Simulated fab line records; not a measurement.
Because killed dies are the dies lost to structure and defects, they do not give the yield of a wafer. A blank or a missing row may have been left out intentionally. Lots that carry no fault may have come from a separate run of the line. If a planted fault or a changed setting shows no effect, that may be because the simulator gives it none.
Which of the tools did it? | flow gf180mcu | Sampling: 6 lots, 18 wafers, 2 of 602 route steps

## WHAT THE GAUGES SHOWED, per wafer
GF_STI_THK_MEAS_02.
lot  | measured    | on           | STI_OXIDATION_THK (nm)
L717 | day 1 16:42 | filmMetro-02 | 10.15 10.11 10.18
L720 | day 2 08:01 | filmMetro-04 | 9.85 9.99 9.89
L724 | day 3 03:31 | filmMetro-04 | 10.02 9.88 9.92
L727 | day 3 18:38 | filmMetro-04 | 10.10 10.21 10.27
L730 | day 4 11:46 | filmMetro-01 | 9.93 10.20 9.89
L737 | day 5 23:02 | filmMetro-04 | 16.35 16.05 16.07

## TOOL THAT RAN EACH LOT (tool first, then ch and the chambers of the sampled wafers, then the start)
lot  | GF_STI_OXIDATION_01
L717 | furnace-02 ch 0, day 1 15:18
L720 | furnace-01 ch 0, day 2 06:38
L724 | furnace-01 ch 0, day 3 02:07
L727 | furnace-02 ch 0, day 3 17:13
L730 | furnace-01 ch 0, day 4 10:22
L737 | furnace-01 ch 0, day 5 20:04
- GF_STI_OXIDATION_01: stabilise 600 s, purge 300 s, target thk 10 nm.

## THE ANSWER, worked out from the rows above alone
Rule: what is usual is taken from the lots themselves. The widest of any qualifying gaps counts: lots, ordered by their means at a reading, are off when they make up no more than a third of the lots, leave a main group of 4 or more, and stand apart from it by 3 or more times the standard deviation of that group's means. The tables above print the reading to a certain number of digits; a main group whose means all agree to those digits is not used. A lot without any number at a reading at which 4 lots or more have one is off too. Where the step has rows for the other lots, those lots are counted as sound.
Off: L737, at GF_STI_THK_MEAS_02 (STI_OXIDATION_THK). The main group has a mean of 10.04 nm with a standard deviation of 0.11.
If a tool, at a process step before that reading, ran all the lots that are off and no sound lot after the first of them, it fits. Those tools and the gauges at GF_STI_THK_MEAS_02 are tried in the same way. Undecided on this evidence; 2 tools fit (furnace-01 at GF_STI_OXIDATION_01, filmMetro-04 at GF_STI_THK_MEAS_02).

## WHAT HAD BEEN PUT IN BY THE SIMULATOR
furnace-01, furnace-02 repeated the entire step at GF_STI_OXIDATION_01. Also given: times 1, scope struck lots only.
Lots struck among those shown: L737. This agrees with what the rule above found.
